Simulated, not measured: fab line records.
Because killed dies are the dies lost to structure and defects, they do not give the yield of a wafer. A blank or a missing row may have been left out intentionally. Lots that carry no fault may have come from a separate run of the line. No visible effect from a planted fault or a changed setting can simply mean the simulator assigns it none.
Which of the tools did it? / flow gf180mcu / Sampling: 11 lots, 33 wafers, 3 of 602 route steps

== WHAT EACH GAUGE READ, for each wafer ==
GF_PSD_TW_MEAS_11.
lot=L887; measured=day 14 19:59; on=filmMetro-01; PSD_TW=3146 3155 3151
lot=L894; measured=day 17 09:14; on=filmMetro-04; PSD_TW=2931 2922 2910
lot=L895; measured=day 17 17:23; on=filmMetro-02; PSD_TW=2918 2933 2926
lot=L901; measured=day 19 21:14; on=filmMetro-04; PSD_TW=3140 3150 3145
lot=L902; measured=day 20 05:50; on=filmMetro-01; PSD_TW=3147 3140 3152
lot=L903; measured=day 20 14:29; on=filmMetro-02; PSD_TW=3139 3141 3137
lot=L904; measured=day 20 20:26; on=filmMetro-02; PSD_TW=3142 3140 3139
lot=L905; measured=day 21 14:26; on=filmMetro-04; PSD_TW=3150 3144 3146
lot=L906; measured=day 21 20:21; on=filmMetro-04; PSD_TW=3144 3141 3122
lot=L907; measured=day 22 06:44; on=filmMetro-04; PSD_TW=3184 3178 3180
lot=L908; measured=day 22 07:03; on=filmMetro-02; PSD_TW=3159 3155 3157

== WHAT TOOL EACH LOT RAN ON (gives the tool, then ch and the chambers of the sampled wafers, and finally the start) ==
lot=L887; GF_PSD_IMPLANT_09=implanter-02 ch 0, day 14 19:44; GF_PSD_STRIP_10=plasmaAsher-04 ch 0,1, day 14 19:53
lot=L894; GF_PSD_IMPLANT_09=implanter-03 ch 0, day 17 09:00; GF_PSD_STRIP_10=plasmaAsher-04 ch 0,1, day 17 09:08
lot=L895; GF_PSD_IMPLANT_09=implanter-03 ch 0, day 17 17:10; GF_PSD_STRIP_10=plasmaAsher-02 ch 0,1, day 17 17:17
lot=L901; GF_PSD_IMPLANT_09=implanter-02 ch 0, day 19 21:00; GF_PSD_STRIP_10=plasmaAsher-02 ch 0, day 19 21:08
lot=L902; GF_PSD_IMPLANT_09=implanter-01 ch 0, day 20 05:35; GF_PSD_STRIP_10=plasmaAsher-02 ch 0,1, day 20 05:44
lot=L903; GF_PSD_IMPLANT_09=implanter-01 ch 0, day 20 14:14; GF_PSD_STRIP_10=plasmaAsher-02 ch 0,1, day 20 14:23
lot=L904; GF_PSD_IMPLANT_09=implanter-01 ch 0, day 20 20:11; GF_PSD_STRIP_10=plasmaAsher-02 ch 0,1, day 20 20:20
lot=L905; GF_PSD_IMPLANT_09=implanter-03 ch 0, day 21 14:11; GF_PSD_STRIP_10=plasmaAsher-03 ch 0,1, day 21 14:20
lot=L906; GF_PSD_IMPLANT_09=implanter-02 ch 0, day 21 20:07; GF_PSD_STRIP_10=plasmaAsher-03 ch 0,1, day 21 20:14
lot=L907; GF_PSD_IMPLANT_09=implanter-03 ch 0, day 22 06:29; GF_PSD_STRIP_10=plasmaAsher-03 ch 0, day 22 06:38
lot=L908; GF_PSD_IMPLANT_09=implanter-02 ch 0, day 22 06:47; GF_PSD_STRIP_10=plasmaAsher-02 ch 0,1, day 22 06:56
- GF_PSD_IMPLANT_09
- GF_PSD_STRIP_10: strips in O2/N2.

== THE ANSWER, worked out from the rows above alone ==
Rule: the usual values come from the lots themselves. The widest of any qualifying gaps counts: lots, ordered by their means at a reading, are off when they make up no more than a third of the lots, leave a main group of 4 or more, and stand apart from it by 3 or more times the standard deviation of that group's means. The tables above print the reading to a certain number of digits; a main group whose means all agree to those digits is not used. Also off: a lot with no number at a reading for which 4 or more lots have one. Where the step has rows for the other lots, those lots are counted as sound.
Off: at GF_PSD_TW_MEAS_11 (PSD_TW), L894, L895. Mean 3149 and standard deviation 13 in the main group.
If a tool, at a process step before that reading, ran all the lots that are off and no sound lot after the first of them, it fits. Those tools and the gauges at GF_PSD_TW_MEAS_11 are tried in the same way. Of those tried, none fits.

== WHAT WAS PUT IN BY THE SIMULATOR ==
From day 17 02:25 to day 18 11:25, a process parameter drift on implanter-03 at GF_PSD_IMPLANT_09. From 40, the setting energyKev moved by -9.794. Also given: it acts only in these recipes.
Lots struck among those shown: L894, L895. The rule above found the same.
